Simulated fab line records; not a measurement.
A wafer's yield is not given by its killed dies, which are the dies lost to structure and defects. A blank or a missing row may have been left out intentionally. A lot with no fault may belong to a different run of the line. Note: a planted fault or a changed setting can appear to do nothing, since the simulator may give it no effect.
fab line records	flow sky130
record lots=6	wafers=18	last-day=48
route steps=708 shown VT_ADJUST_NCORE@123 VT_ADJUST_HVTR@131 PAD_OPEN@708
lots that met no fault: taken from a fault-free run of the same line
start-h: hours from the record's opening day to when the first of the lot's shown wafers began	wait-h: time in hours since the lot's previous step	" as in the row above	L1.1+2: a single row standing in for several wafers	- no value present, or no start provided	* or withheld: withheld	< > ~ a bound
route shown NAME@n: NAME is a module with steps in the file, n the number in the route of the first one	usual: the fault-free wafers' mean and standard deviation	same: alike in all rows	chamber/n: place in a boat	sites: per-site readings	_std_site: the values' standard deviation	_edge_site: outer sites' mean less inner sites'	radius-mm: for every site, how far away it sits from the centre of the wafer	mask NAME#n: copy n	behind: the last tool/chamber to shape the wafer	hold: why the lot went on hold/how many hours it stayed there/how the hold came to an end	device: the transistor (n, p or np) that didn't switch	end of line: tests run on the same wafers once the route is complete	a step with no rows: only its recipe	killed: dies that structure and defects cost at the first sort, which is not the same as the wafer's yield	map: shows each die of a wafer: x if killed, . if not, _ if none is there
set.NAME: the setting as run; set.NAME@STEP: as run at that earlier step	model.NAME: the simulator's own value behind a step, which no gauge read
certain route steps with their lots: each step a table, each wafer a row
services: from which hour (start-h, from the record's first day; less than 0 if before it) a tool's chamber was out of use, for how many hours, and why
## steps
# step SKY_VT_ADJUST_NCORE_EXPOSE_04
# recipe mask-id=LVTN_COMPLEMENT_THIN	na=0.6	source-shape=conventional	sigma-outer=0.6	polarization=unpolarized	target-cd-nm=380	dose-mj=139
# step SKY_VT_ADJUST_NCORE_PEB_05
# recipe temp-c=withheld	time-s=*	resist=NOVOLAK
# step SKY_VT_ADJUST_NCORE_DEVELOP_06
# recipe resist=NOVOLAK	developer=TMAH	develop-time-s=57.69	dev-temp-c=23
# step SKY_VT_ADJUST_NCORE_CD_MEAS_07
# recipe target-cd-nm=380
# usual cd-nm=379.5/2.5
lot.wafer	tool	chamber	start-h	wait-h	cd-nm
L148.2	cd-sem-01	-	175.32	0.1	379.1
L148.4	"	-	"	"	381.6
L148.6	"	-	"	"	381.7
L149.1	cd-sem-01	-	179.50	0.1	379.3
L149.3	"	-	"	"	378.3
L149.4	"	-	"	"	379.5
L154.4	cd-sem-02	-	217.95	0.1	376.4
L154.5	"	-	"	"	376.1
L154.6	"	-	"	"	376.5
L155.3	cd-sem-02	-	232.20	0.1	372.8
L155.4	"	-	"	"	376.0
L155.6	"	-	"	"	372.5
L160.2	cd-sem-01	-	260.25	0.1	376.2
L160.4	"	-	"	"	375.8
L160.6	"	-	"	"	377.3
L163.1	cd-sem-01	-	287.65	0.1	383.1
L163.3	"	-	"	"	378.6
L163.4	"	-	"	"	382.9
# step SKY_VT_ADJUST_NCORE_OVL_MEAS_08
# usual VT_ADJUST_NCORE_OVL=0.1/1.5
lot.wafer	tool	chamber	start-h	wait-h	VT_ADJUST_NCORE_OVL[nm]
L148.2	overlay-01	-	175.42	0.1	-0.1
L148.4	"	-	"	"	0.4
L148.6	"	-	"	"	-0.6
L149.1	overlay-01	-	179.62	0.1	0.5
L149.3	"	-	"	"	0.9
L149.4	"	-	"	"	-0.2
L154.4	overlay-02	-	218.03	0.1	0.1
L154.5	"	-	"	"	0.3
L154.6	"	-	"	"	-2.1
L155.3	overlay-02	-	232.29	0.1	-2.0
L155.4	"	-	"	"	-1.5
L155.6	"	-	"	"	-1.2
L160.2	overlay-01	-	260.36	0.1	-1.6
L160.4	"	-	"	"	-1.2
L160.6	"	-	"	"	-2.9
L163.1	overlay-02	-	287.77	0.1	0.8
L163.3	"	-	"	"	1.2
L163.4	"	-	"	"	-0.4
# step SKY_VT_ADJUST_NCORE_IMPLANT_09
# recipe species=B	energy-kev=10	dose-cm2=2.4e+12	tilt-deg=withheld
# step SKY_VT_ADJUST_NCORE_STRIP_10
# recipe chemistry=O2/N2	power-w=1400	pressure-mtorr=1500	platen-temp-c=withheld	o2-flow-sccm=3000	n2-flow-sccm=300	overash-fraction=0.5
# usual drypump-motor-current-A=5.8/0.47	oes-product-au=0.716/0.0043	strip-time-to-endpoint-s=14.18/0.034
lot.wafer	tool	chamber	start-h	wait-h	drypump-motor-current-A	oes-product-au	rf-hours-counter-h	strip-time-to-endpoint-s
L148.2	plasma-asher-01	1	175.60	0.1	5.7	0.717	36	14.20
L148.4	"	0	"	"	6.1	0.712	-	14.20
L148.6	"	1	"	"	5.8	0.720	-	14.20
L149.1	plasma-asher-01	1	179.80	0.1	5.7	0.715	36	14.18
L149.3	"	0	"	"	6.1	0.714	-	14.20
L149.4	"	1	"	"	5.7	0.715	-	14.17
L154.4	plasma-asher-04	1	218.38	0.1	5.8	0.711	-	14.21
L154.5	"	0	"	"	6.3	0.712	-	14.21
L154.6	"	1	"	"	5.8	0.711	-	14.16
L155.3	plasma-asher-01	0	232.50	0.1	6.1	0.717	-	14.14
L155.4	"	1	"	"	5.7	0.714	-	14.21
L155.6	"	0	"	"	6.1	0.721	-	14.17
L160.2	plasma-asher-01	0	260.54	0.1	6.1	0.718	44	14.18
L160.4	"	1	"	"	5.7	0.719	-	14.12
L160.6	"	0	"	"	6.1	0.713	-	14.13
L163.1	plasma-asher-03	0	287.95	0.1	5.0	0.712	60	14.19
L163.3	"	0	"	"	5.0	0.725	-	14.16
L163.4	"	1	"	"	6.1	0.720	-	14.19
# step SKY_VT_ADJUST_NCORE_TW_MEAS_11
# usual VT_ADJUST_NCORE_TW=222/3.2
lot.wafer	tool	chamber	start-h	wait-h	VT_ADJUST_NCORE_TW
L148.2	film-metro-01	-	175.71	0.1	217
L148.4	"	-	"	"	217
L148.6	"	-	"	"	217
L149.1	film-metro-02	-	179.90	0.1	223
L149.3	"	-	"	"	222
L149.4	"	-	"	"	223
L154.4	film-metro-02	-	218.48	0.1	224
L154.5	"	-	"	"	223
L154.6	"	-	"	"	224
L155.3	film-metro-01	-	232.59	0.1	217
L155.4	"	-	"	"	216
L155.6	"	-	"	"	217
L160.2	film-metro-02	-	260.65	0.1	222
L160.4	"	-	"	"	223
L160.6	"	-	"	"	225
L163.1	film-metro-01	-	288.05	0.1	218
L163.3	"	-	"	"	220
L163.4	"	-	"	"	220
# step SKY_VT_ADJUST_HVTR_DEHYDRATE_00
# recipe temp-c=200	time-s=60
# step SKY_VT_ADJUST_HVTR_HMDS_01
# recipe prime-time-s=60	prime-temp-c=120
# step SKY_VT_ADJUST_HVTR_COAT_02
# recipe resist=NOVOLAK	spin-rpm=3000	resist-thk-nm=1140
# step SKY_VT_ADJUST_HVTR_SOFTBAKE_03
# recipe temp-c=90	time-s=60	resist=NOVOLAK
# step SKY_VT_ADJUST_HVTR_EXPOSE_04
# recipe mask-id=HVTRM	target-cd-nm=380	na=0.6	source-shape=conventional	sigma-outer=0.6	dose-mj=150
lot.wafer	tool	chamber	start-h	wait-h	mask	model.VT_ADJUST_HVTR.overlay-x-nm
L148.2+4+6	iline-stepper-02	0	186.66	-	HVTRM#0	-0.5206
L149.1+3+4	iline-stepper-02	0	190.18	-	HVTRM#0	-2.367
L154.4+5+6	iline-stepper-02	0	229.10	-	HVTRM#0	-0.8186
L155.3+4+6	iline-stepper-02	0	244.17	-	HVTRM#0	133.3
L160.2+4+6	iline-stepper-02	0	273.78	-	HVTRM#0	133.8
L163.1+3+4	iline-stepper-01	0	300.09	-	HVTRM#0	1.228
# step SKY_VT_ADJUST_HVTR_PEB_05
# recipe temp-c=withheld	time-s=*	resist=NOVOLAK
# step SKY_VT_ADJUST_HVTR_DEVELOP_06
# recipe develop-time-s=60	dev-temp-c=23
# step SKY_VT_ADJUST_HVTR_CD_MEAS_07
# recipe target-cd-nm=380
# usual cd-nm=379.3/2.3
lot.wafer	tool	chamber	start-h	wait-h	cd-nm
L148.2	cd-sem-02	-	196.75	0.1	380.7
L148.4	"	-	"	"	379.5
L148.6	"	-	"	"	382.2
L149.1	cd-sem-02	-	201.04	0.1	379.3
L149.3	"	-	"	"	376.0
L149.4	"	-	"	"	381.8
L154.4	cd-sem-02	-	240.30	0.1	380.5
L154.5	"	-	"	"	379.9
L154.6	"	-	"	"	378.6
L155.3	cd-sem-01	-	256.18	0.2	379.5
L155.4	"	-	"	"	380.6
L155.6	"	-	"	"	381.1
L160.2	cd-sem-02	-	285.96	0.1	381.4
L160.4	"	-	"	"	378.8
L160.6	"	-	"	"	381.1
L163.1	cd-sem-02	-	312.69	0.1	377.7
L163.3	"	-	"	"	377.0
L163.4	"	-	"	"	377.9
# step SKY_VT_ADJUST_HVTR_OVL_MEAS_08
# usual VT_ADJUST_HVTR_OVL=-0.8/1.3
lot.wafer	tool	chamber	start-h	wait-h	hold	VT_ADJUST_HVTR_OVL[nm]
L148.2	overlay-02	-	196.86	0.1	-	-1.9
L148.4	"	-	"	"	-	-1.9
L148.6	"	-	"	"	-	-1.1
L149.1	overlay-01	-	201.16	0.1	-	-2.5
L149.3	"	-	"	"	-	-0.9
L149.4	"	-	"	"	-	-1.4
L154.4	overlay-01	-	240.38	0.1	-	0.6
L154.5	"	-	"	"	-	-2.1
L154.6	"	-	"	"	-	-2.8
L155.3	overlay-01	-	256.27	0.1	await-dispo/0.2h/release	132.0
L155.4	"	-	"	"	await-dispo/0.2h/release	132.7
L155.6	"	-	"	"	await-dispo/0.2h/release	132.7
L155.3	overlay-01	-	256.47	0.2	-	133.4
L155.4	"	-	"	"	-	133.7
L155.6	"	-	"	"	-	134.2
L160.2	overlay-02	-	286.07	0.1	await-dispo/0.2h/release	130.6
L160.4	"	-	"	"	await-dispo/0.2h/release	130.3
L160.6	"	-	"	"	await-dispo/0.2h/release	131.1
L160.2	overlay-02	-	286.27	0.2	-	131.5
L160.4	"	-	"	"	-	131.7
L160.6	"	-	"	"	-	132.0
L163.1	overlay-02	-	312.81	0.1	-	-0.7
L163.3	"	-	"	"	-	1.7
L163.4	"	-	"	"	-	0.5
# step SKY_PAD_OPEN_PROBE_99
# usual defect-limited-yield=82.6/2	killed_at_M0_to_M3=43/7.3	killed_at_M4_up=3.1/1.7	killed-at-contacts=24/4.7	killed-at-front-end=15/4.6	killed-at-other=0.3/0.55	killed-dies=86/9.7	killed-open=47/6.7	killed-short=39/6.5	sort_bin_3_pad_short=0.9/0.41	sort_bin_5_function=10.3/1.5	sort_bin_6_memory=6.2/1.1	sort-n-pass=406/9.7	sort-yield-pct=82.6/2
# same gross-dies=492	killed-at-back-side=0	sort_bin_4_leakage[%]=0	sort_bin_8_speed[%]=0
lot.wafer	tool	chamber	start-h	wait-h	defect-limited-yield[%]	killed_at_M0_to_M3	killed_at_M4_up	killed-at-contacts	killed-at-front-end	killed-at-other	killed-dies	killed-open	killed-short	sort_bin_3_pad_short[%]	sort_bin_5_function[%]	sort_bin_6_memory[%]	sort-n-pass	sort-yield-pct[%]
L148.2	prober-01	-	1059.61	0.1	79.1	42	3	31	27	0	103	55	48	1.8	11.6	7.5	389	79.1
L148.4	prober-01	-	1059.71	0.2	79.9	45	4	27	23	0	99	50	49	1.4	13.2	5.5	393	79.9
L148.6	prober-01	-	1059.81	0.2	83.9	38	1	31	8	1	79	41	38	0.6	10.0	5.5	413	83.9
L149.1	prober-01	-	1064.06	0.1	83.3	44	1	17	19	1	82	52	30	1.2	10.2	5.3	410	83.3
L149.3	prober-01	-	1064.16	0.2	81.7	50	2	24	14	0	90	44	46	1.2	10.4	6.7	402	81.7
L149.4	prober-01	-	1064.21	0.2	82.7	45	2	24	14	0	85	53	32	0.6	11.4	5.3	407	82.7
L163.1	prober-02	-	1154.24	0.1	86.4	28	3	23	13	0	67	35	32	0.4	8.7	4.5	425	86.4
L163.3	prober-02	-	1154.34	0.2	83.3	33	5	25	18	1	82	46	36	0.4	10.8	5.5	410	83.3
L163.4	prober-02	-	1154.39	0.2	86.2	31	2	12	21	2	68	40	28	0.4	6.9	6.5	424	86.2
# killed by level:class
L148.2 CONTACT:geometric-particle:open=17 METAL2:geometric-particle:short=9 POLY_GATE:geometric-particle:short=7 VIA3:geometric-particle:open=7 VIA1:geometric-particle:open=7 LI_CONTACT:geometric-particle:open=6 METAL1:geometric-particle:short=6 POLY_GATE:geometric-particle:open=5
L148.4 CONTACT:geometric-particle:open=11 POLY_GATE:geometric-particle:short=9 VIA1:geometric-particle:open=8 LI_CONTACT:geometric-particle:open=7 VIA1:geometric-particle:short=7 METAL2:geometric-particle:short=7 VIA2:geometric-particle:open=6 FIELD_ISO:geometric-particle:short=5
L148.6 LI_CONTACT:geometric-particle:open=10 VIA1:geometric-particle:open=10 CONTACT:geometric-particle:open=9 METAL1:geometric-particle:short=7 VIA3:geometric-particle:open=6 VIA1:geometric-particle:short=6 CONTACT:geometric-particle:short=5 LI_CONTACT:geometric-particle:short=4
L149.1 VIA1:geometric-particle:open=13 CONTACT:geometric-particle:open=10 FIELD_ISO:geometric-particle:open=7 VIA3:geometric-particle:open=6 METAL2:geometric-particle:short=5 VIA2:geometric-particle:open=5 FIELD_ISO:geometric-particle:short=4 POLY_CUT:geometric-particle:short=3
L149.3 CONTACT:geometric-particle:open=9 VIA3:geometric-particle:open=8 POLY_GATE:geometric-particle:short=7 LI_CONTACT:geometric-particle:open=7 VIA2:geometric-particle:open=6 METAL2:geometric-particle:short=6 METAL3:geometric-particle:short=6 VIA1:geometric-particle:open=5
L149.4 VIA1:geometric-particle:open=14 CONTACT:geometric-particle:open=8 VIA2:geometric-particle:open=8 LI_CONTACT:geometric-particle:open=6 CONTACT:geometric-particle:short=6 METAL2:geometric-particle:short=6 VIA3:geometric-particle:open=6 FIELD_ISO:geometric-particle:short=3
L163.1 VIA1:geometric-particle:open=10 LI_CONTACT:geometric-particle:open=8 POLY_GATE:geometric-particle:short=6 LOCAL_INTERCONNECT:geometric-particle:short=5 CONTACT:geometric-particle:open=5 METAL1:geometric-particle:short=4 VIA1:geometric-particle:short=4 METAL2:geometric-particle:short=4
L163.3 CONTACT:geometric-particle:open=10 VIA3:geometric-particle:open=8 POLY_GATE:geometric-particle:open=7 VIA1:geometric-particle:open=7 VIA1:geometric-particle:short=6 LI_CONTACT:geometric-particle:open=5 CONTACT:geometric-particle:short=5 METAL4:geometric-particle:short=5
L163.4 VIA1:geometric-particle:open=8 VIA3:geometric-particle:open=5 POLY_GATE:geometric-particle:open=5 CONTACT:geometric-particle:open=5 FIELD_ISO:geometric-particle:short=4 POLY_GATE:geometric-particle:short=4 LI_CONTACT:geometric-particle:open=4 METAL1:geometric-particle:short=4
## services
tool	chamber	start-h	hours	kind
plasma-asher-01	-	209.20	3.1	repair
iline-stepper-01	-	233.80	1.7	pm
iline-stepper-02	-	297.90	6.4	repair
## key
first-sign step=SKY_VT_ADJUST_HVTR_OVL_MEAS_08	reading=visit	direction=added
effect step=SKY_VT_ADJUST_HVTR_OVL_MEAS_08	reading=VT_ADJUST_HVTR_OVL	direction=up	sigmas=99+	usual=-0.8	struck=131.6
model-effect step=SKY_VT_ADJUST_HVTR_EXPOSE_04	value=VT_ADJUST_HVTR.overlay-x-nm	without=0.3035	struck=133.5
met-at SKY_VT_ADJUST_HVTR_EXPOSE_04
struck-wafers L155.3,L155.4,L155.6,L160.2,L160.4,L160.6
scrapped-behind SKY_VT_ADJUST_HVTR_OVL_MEAS_08 L155.3,L155.4,L155.6,L160.2,L160.4,L160.6
onset-between 229.10 244.17
also-fits SKY_VT_ADJUST_NCORE_STRIP_10:plasma-asher-01
fault kind=scanner-matching-overlay	tool=iline-stepper-02	chamber=-	onset-h=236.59	steps=SKY_VT_ADJUST_HVTR_EXPOSE_04	offset=133.22
